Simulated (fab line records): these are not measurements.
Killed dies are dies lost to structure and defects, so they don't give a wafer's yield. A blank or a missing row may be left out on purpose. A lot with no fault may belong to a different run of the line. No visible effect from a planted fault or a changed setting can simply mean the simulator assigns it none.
Commonality check across tools | flow sky130 | Sample size 12 lots and 36 wafers

## REASON IT WAS OPENED
SKY_LDD_HVN_TW_MEAS_10, reading LDD_HVN_TW: flagged on 2 of 12 lots. Wafers without a fault read 1437, standard deviation 16.
Rule: a lot gets a flag if all its wafers with a number sit over 4 standard deviations from that mean, or if no wafer of it has a number. The other lots count as sound.

lot  | measured     | on           | LDD_HVN_TW, wafer by wafer | flag
L256 | day 20 10:22 | filmMetro-03 | 1415 1420 1417             | 
L257 | day 20 14:08 | filmMetro-01 | 1443 1447 1438             | 
L258 | day 20 23:09 | filmMetro-04 | 1467 1453 1455             | 
L259 | day 21 18:52 | filmMetro-03 | 1416 1424 1419             | 
L261 | day 21 19:34 | filmMetro-04 | 1445 1456 1447             | 
L264 | day 24 08:55 | filmMetro-03 | 1421 1415 1406             | 
L267 | day 24 10:10 | filmMetro-01 | 1427 1419 1425             | 
L266 | day 24 14:35 | filmMetro-04 | 1458 1449 1460             | 
L268 | day 25 04:05 | filmMetro-03 | 1425 1429 1420             | 
L273 | day 27 00:29 | filmMetro-04 | 2896 2912 2901             | FLAGGED
L274 | day 27 02:59 | filmMetro-03 | 2801 2831 2812             | FLAGGED
L275 | day 27 10:01 | filmMetro-04 | 1463 1455 1454             | 
The mean of the flagged lots' numbers is 2859, +1422 from the usual (+89 standard deviations).

## EACH LOT AND THE TOOL IT RAN ON
The record holds 2 process steps before the reading, out of a route of 708 steps. In each cell: the tool, then ch and the chambers that the sampled wafers went through, then the start.
lot  | flag    | SKY_LDD_HVN_IMPLANT_08          | SKY_LDD_HVN_STRIP_09
L256 |         | implanter-01 ch 0, day 20 10:07 | plasmaAsher-01 ch 1, day 20 10:16
L257 |         | implanter-03 ch 0, day 20 13:55 | plasmaAsher-02 ch 0,1, day 20 14:03
L258 |         | implanter-01 ch 0, day 20 22:56 | plasmaAsher-01 ch 0,1, day 20 23:03
L259 |         | implanter-02 ch 0, day 21 18:37 | plasmaAsher-01 ch 0,1, day 21 18:46
L261 |         | implanter-02 ch 0, day 21 19:20 | plasmaAsher-01 ch 0,1, day 21 19:27
L264 |         | implanter-02 ch 0, day 24 08:40 | plasmaAsher-04 ch 0,1, day 24 08:49
L267 |         | implanter-02 ch 0, day 24 09:55 | plasmaAsher-02 ch 0,1, day 24 10:04
L266 |         | implanter-01 ch 0, day 24 14:20 | plasmaAsher-04 ch 0,1, day 24 14:28
L268 |         | implanter-02 ch 0, day 25 03:53 | plasmaAsher-02 ch 0,1, day 25 03:59
L273 | FLAGGED | implanter-02 ch 0, day 27 00:17 | plasmaAsher-01 ch 0,1, day 27 00:23
L274 | FLAGGED | implanter-02 ch 0, day 27 02:44 | plasmaAsher-02 ch 0,1, day 27 02:52
L275 |         | implanter-01 ch 0, day 27 09:46 | plasmaAsher-02 ch 0,1, day 27 09:55
These steps, and what they do:
- SKY_LDD_HVN_IMPLANT_08
- SKY_LDD_HVN_STRIP_09: strips in O2/N2.
- SKY_LDD_HVN_TW_MEAS_10

## FLAGGED AGAINST TOTAL, ONE TOOL AT A TIME (gauges that did the reading follow at the end)
step                   | tool           | lots run | flagged | share of the flagged lots | sound lots run after its first flagged lot
SKY_LDD_HVN_IMPLANT_08 | implanter-01   | 4        | 0       | none                      | -
SKY_LDD_HVN_IMPLANT_08 | implanter-02   | 7        | 2       | all                       | 0
SKY_LDD_HVN_IMPLANT_08 | implanter-03   | 1        | 0       | none                      | -
SKY_LDD_HVN_STRIP_09   | plasmaAsher-01 | 5        | 1       | some                      | 0
SKY_LDD_HVN_STRIP_09   | plasmaAsher-02 | 5        | 1       | some                      | 1 (L275)
SKY_LDD_HVN_STRIP_09   | plasmaAsher-04 | 2        | 0       | none                      | -
SKY_LDD_HVN_TW_MEAS_10 | filmMetro-01   | 2        | 0       | none                      | -
SKY_LDD_HVN_TW_MEAS_10 | filmMetro-03   | 5        | 1       | some                      | 0
SKY_LDD_HVN_TW_MEAS_10 | filmMetro-04   | 5        | 1       | some                      | 1 (L275)

## THE TABLE: WHAT IT ALLOWS
In the table, 1 row covers all flagged lots: implanter-02 at SKY_LDD_HVN_IMPLANT_08.
- implanter-02 at SKY_LDD_HVN_IMPLANT_08 ran 7 lots, 2 of them flagged. It ran its last sound lot, L268, at day 25 03:53 and its first flagged lot, L273, at day 27 00:17: a fault with its onset between the two fits. Its own readings lie more than 4 standard deviations out on every wafer of the flagged lots: doseIonsCm2, faradayCurrentUA.
One tool is left: implanter-02 at SKY_LDD_HVN_IMPLANT_08.

## WHAT THE SIMULATOR HAD INSERTED
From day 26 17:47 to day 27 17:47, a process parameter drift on implanter-02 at SKY_LDD_HVN_IMPLANT_08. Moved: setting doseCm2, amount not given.
Lots struck among those shown: L273, L274. The rule given above showed the same thing.
